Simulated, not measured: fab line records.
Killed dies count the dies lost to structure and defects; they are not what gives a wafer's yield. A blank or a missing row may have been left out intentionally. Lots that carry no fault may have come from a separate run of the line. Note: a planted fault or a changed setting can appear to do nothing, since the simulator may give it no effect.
Which tool did it? / flow gf180mcu / route of 602 steps, sampled at 1 step: 12 lots, 36 wafers

== WHAT THE GAUGES SHOWED, per wafer ==
GF_V2_BOW_MEAS_05.
lot=L075; measured=day 19 14:37; on=film_metro-03; V2_BOW (um)=91 101 87
lot=L077; measured=day 19 22:47; on=film_metro-04; V2_BOW (um)=98 83 98
lot=L079; measured=day 21 00:47; on=film_metro-04; V2_BOW (um)=92 93 89
lot=L081; measured=day 21 21:37; on=film_metro-02; V2_BOW (um)=103 108 112
lot=L083; measured=day 22 15:36; on=film_metro-04; V2_BOW (um)=94 102 88
lot=L085; measured=day 23 16:50; on=film_metro-04; V2_BOW (um)=115 108 106
lot=L087; measured=day 24 00:44; on=film_metro-02; V2_BOW (um)=100 97 97
lot=L089; measured=day 24 21:27; on=film_metro-02; V2_BOW (um)=101 100 99
lot=L091; measured=day 25 09:47; on=film_metro-02; V2_BOW (um)=98 83 94
lot=L093; measured=day 25 22:21; on=film_metro-03; V2_BOW (um)=91 98 104
lot=L095; measured=day 26 11:26; on=film_metro-02; V2_BOW (um)=94 91 92
lot=L097; measured=day 27 02:14; on=film_metro-03; V2_BOW (um)=97 111 106

== WHICH TOOL RAN EACH LOT (tool, then ch and the chambers of the sampled wafers, then the start) ==
The record holds no process step before these readings.

== THE ANSWER, worked out from the rows above alone ==
Rule: what is usual is taken from the lots themselves. Put in order of their means at a reading, lots are off if they are a third of the lots or fewer, leave a main group of 4 or more, and stand apart from it by a gap of 3 or more times the standard deviation of the main group's means; of several such gaps the widest counts. A main group whose means are all the same, to the digits that the tables above print for the reading, isn't used. Also off: a lot with no number at a reading for which 4 or more lots have one. The other lots that the step has rows for count as sound.
Across all readings shown, no lot is off: no conclusion can be drawn from this.

== WHAT THE SIMULATOR HAD INSERTED ==
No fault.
